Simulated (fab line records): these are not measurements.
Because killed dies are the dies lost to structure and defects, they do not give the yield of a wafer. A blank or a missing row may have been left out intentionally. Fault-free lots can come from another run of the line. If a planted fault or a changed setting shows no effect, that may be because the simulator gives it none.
The tool behind it: which one? | flow gf180mcu | route of 602 steps, sampled at 1 step: 12 lots, 36 wafers

WHAT EACH GAUGE READ, for each wafer
GF_V1_CD_MEAS_14 targets a cd of 260 nm.
lot  | measured     | on       | cdNm (nm)
L075 | day 18 18:44 | cdSem-02 | 260.6 261.5 262.9
L077 | day 19 11:45 | cdSem-01 | 260.2 259.1 258.9
L079 | day 20 03:40 | cdSem-02 | 257.2 257.5 258.6
L081 | day 21 08:12 | cdSem-01 | 259.4 259.7 260.4
L083 | day 21 23:27 | cdSem-02 | 259.3 260.9 258.5
L085 | day 22 11:51 | cdSem-01 | 260.0 258.6 259.0
L087 | day 23 01:44 | cdSem-01 | 259.3 260.7 260.0
L089 | day 23 20:04 | cdSem-01 | 261.5 260.8 261.0
L091 | day 24 08:21 | cdSem-01 | 259.3 259.0 259.1
L093 | day 25 04:09 | cdSem-01 | 261.0 260.5 260.5
L096 | day 25 23:39 | cdSem-01 | 257.6 258.8 257.2
L097 | day 26 08:49 | cdSem-02 | 258.4 259.0 260.8

WHICH TOOL RAN EACH LOT (tool, then ch and the chambers of the sampled wafers, then the start)
The record holds no process step before these readings.

THE ANSWER, worked out from the rows above alone
Rule: the usual values come from the lots themselves. Put in order of their means at a reading, lots are off if they are a third of the lots or fewer, leave a main group of 4 or more, and stand apart from it by a gap of 3 or more times the standard deviation of the main group's means; of several such gaps the widest counts. The tables above print the reading to a certain number of digits; a main group whose means all agree to those digits is not used. Also off: a lot with no number at a reading for which 4 or more lots have one. Where the step has rows for the other lots, those lots are counted as sound.
Across all readings shown, no lot is off: no conclusion can be drawn from this.

WHAT THE SIMULATOR HAD INSERTED
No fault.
